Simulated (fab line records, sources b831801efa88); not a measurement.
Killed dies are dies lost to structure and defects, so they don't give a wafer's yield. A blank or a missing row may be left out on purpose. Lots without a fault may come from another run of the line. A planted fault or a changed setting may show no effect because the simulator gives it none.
Problem report in the 8D (eight disciplines) form, filled by code | flow gf180mcu | the parts of the form that need people (team, actions taken, sign-off) are left out

1. THE PROBLEM
cd_nm at GF_HV_LDD_CD_MEAS_19 reads a mean of 381.2 nm on 12 wafers of 4 lots; wafers without a fault read 401.9 nm with a standard deviation of 2.6. That is -8.0 standard deviations from the usual mean.
The step: target cd 400 nm.
First seen on wafer L264.1, day 15 02:05, on cd_sem-02. The record holds 39 wafers of 13 lots with a number at this step. Rule for "out", or "out of limits": more than 4 standard deviations from the usual mean. The other wafers with a number count as sound.

2. WHAT IT IS AND WHAT IT IS NOT
question                    | is                     | is not
which readings at this step | cd_nm                  | -
which lots                  | L264, L266, L267, L271 | L251, L252, L253, L256, L259, L261, L265, L272, L273
which wafers of those lots  | all that have a number | -
read on which gauges        | cd_sem-01, cd_sem-02   | -
when                        | from day 15 02:05      | up to then (21 sound wafers); but 6 sound wafers of L272, L273 came after

3. SUSPECTS, AND WHAT RULES EACH OUT
Counting: a tool at a process step up to the reading stays a suspect if it ran every lot that is out and no sound lot after the first of them.
- the gauge at GF_HV_LDD_CD_MEAS_19: ruled out. The wafers that are out were read on 2 gauges (cd_sem-01, cd_sem-02).
- iline_stepper-02 at GF_HV_LDD_EXPOSE_16 (exposes mask Pplus LV AREA, target cd 400 nm): kept. It ran every lot that is out, first L264 (day 14 16:07), and no sound lot after that; its last sound lot up to then is L259 (day 12 23:07). Its own readings are out on those wafers: exposure_dose_mJ_cm2.
Left after counting: iline_stepper-02 at GF_HV_LDD_EXPOSE_16.

4. THE CAUSE (what the simulator had put in)
Process parameter drift: iline_stepper-02, from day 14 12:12 on, at GF_HV_LDD_EXPOSE_16. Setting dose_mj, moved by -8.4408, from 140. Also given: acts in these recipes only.
Counting left only this tool.

5. THE CHAIN OF EFFECTS, in route order
Each row: a reading whose mean over the struck wafers that have a number lies more than 3 standard deviations from the usual. Only readings for which the record gives a usual standard deviation are gone through. hours: the time from each lot's start at the first step in this table that gives one to its start at this step, as a median over the lots. sigmas: the change in usual standard deviations.
hours | step                 | reading              | usual    | on struck wafers | change | sigmas
0     | GF_HV_LDD_EXPOSE_16  | exposure_dose_mJ_cm2 | 139.99   | 131.59           | -8.40  | -60
10    | GF_HV_LDD_CD_MEAS_19 | cd_nm                | 401.9 nm | 381.2            | -20.7  | -8.0
The process steps in it:
- GF_HV_LDD_EXPOSE_16: exposes mask Pplus LV AREA, target cd 400 nm.

6. WHAT WOULD HAVE CAUGHT IT SOONER
In this record the first reading out of limits at a measuring or inspecting step was taken at day 15 02:05, 14 hours after the fault began at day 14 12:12.
The tool's own readings at GF_HV_LDD_EXPOSE_16 were out on every struck wafer that the step has a row for (exposure_dose_mJ_cm2): an alarm limit on them would have fired on the first of those.
Of the lots that are out (4), L266, L267, L271 began GF_HV_LDD_EXPOSE_16 on iline_stepper-02 after day 15 02:05. A hold on the tool at that time would have spared those 3.
